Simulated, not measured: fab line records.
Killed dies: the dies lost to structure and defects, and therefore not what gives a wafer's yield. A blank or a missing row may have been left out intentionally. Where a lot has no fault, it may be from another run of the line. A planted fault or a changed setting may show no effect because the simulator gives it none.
The same fault as seen by 2 desks | flow gf180mcu | numbers are kept per desk, each desk with only its own; the story behind them comes last

== THE TOOL OWNER'S DESK: pvdSputter-04 ==
The tool's own readings at GF_M2_SPUTTER_01 (material TiN, target thk 30 nm, time 25 s): means of the sampled wafers that have a number, for each lot that ran on this tool. Marked OUT: a lot whose mean sits more than 4 standard deviations from the usual mean, which makes it out of limits; the brackets give that distance.
Columns: A = chamberPressurePa at GF_M2_SPUTTER_01, usual 0.3999 Pa; B = throttleValvePct at GF_M2_SPUTTER_01, usual 29.5 %
lot  | first seen here | A                | B
L124 | day 18 06:10    | 0.4003           | 29.3
L127 | day 19 09:05    | 0.3989           | 29.2
L129 | day 20 03:54    | 0.3998           | 28.9
L130 | day 20 14:00    | 0.4002           | 29.7
L136 | day 22 15:28    | 0.4861 (+98) OUT | 27.2
L138 | day 23 10:43    | 0.4869 (+99) OUT | 26.1
L147 | day 26 13:56    | 0.3997           | 29.3
This desk finds L136, L138 out of limits, L136 being first, at day 22 15:28 (chamberPressurePa at GF_M2_SPUTTER_01). In limits: L124, L127, L129, L130, L147.

== AT THE METROLOGY DESK ==
What the gauges read for every lot (on any tool): the sampled wafers with a number, averaged. Marked OUT: a lot whose mean sits more than 4 standard deviations from the usual mean, which makes it out of limits; the brackets give that distance.
Columns: A = V1_CVD_00_THK at GF_V1_THK_MEAS_01, usual 600 nm; B = M2_ALCU_RS at GF_M2_RS_MEAS_05, usual 0.0697 ohm/sq
lot  | first seen here | A   | B
L124 | day 17 04:36    | 604 | 0.0691
L127 | day 18 06:35    | 600 | 0.0700
L128 | day 18 20:18    | 598 | 0.0708
L129 | day 19 01:13    | 606 | 0.0694
L130 | day 19 10:54    | 596 | 0.0695
L131 | day 19 23:43    | 597 | 0.0691
L135 | day 21 10:56    | 600 | 0.0693
L136 | day 21 13:55    | 595 | 0.0685
L138 | day 22 09:35    | 600 | 0.0702
L144 | day 24 17:23    | 601 | 0.0697
L145 | day 24 20:42    | 606 | 0.0685
L146 | day 25 10:53    | 603 | 0.0695
L147 | day 25 14:05    | 600 | 0.0697
This desk found nothing out of limits on any of the 13 lots.

== PUT TOGETHER ==
The tool owner's desk could have raised an alarm at day 22 15:28, on L136, L138.
Metrology desk: nothing out of limits seen.
The metrology desk has L136, L138 on record, within its limits.
Every lot named ran GF_M2_SPUTTER_01 on pvdSputter-04.

== WHAT THE SIMULATOR HAD PUT IN ==
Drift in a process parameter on pvdSputter-04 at GF_M2_SPUTTER_01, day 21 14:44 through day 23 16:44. The setting chamberPressurePa was moved by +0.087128, starting from 0.4. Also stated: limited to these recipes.
Shown lots that were struck: L136, L138.
Delay in hours, fault start to first out-of-limits reading, by desk: the tool owner's desk at 25.
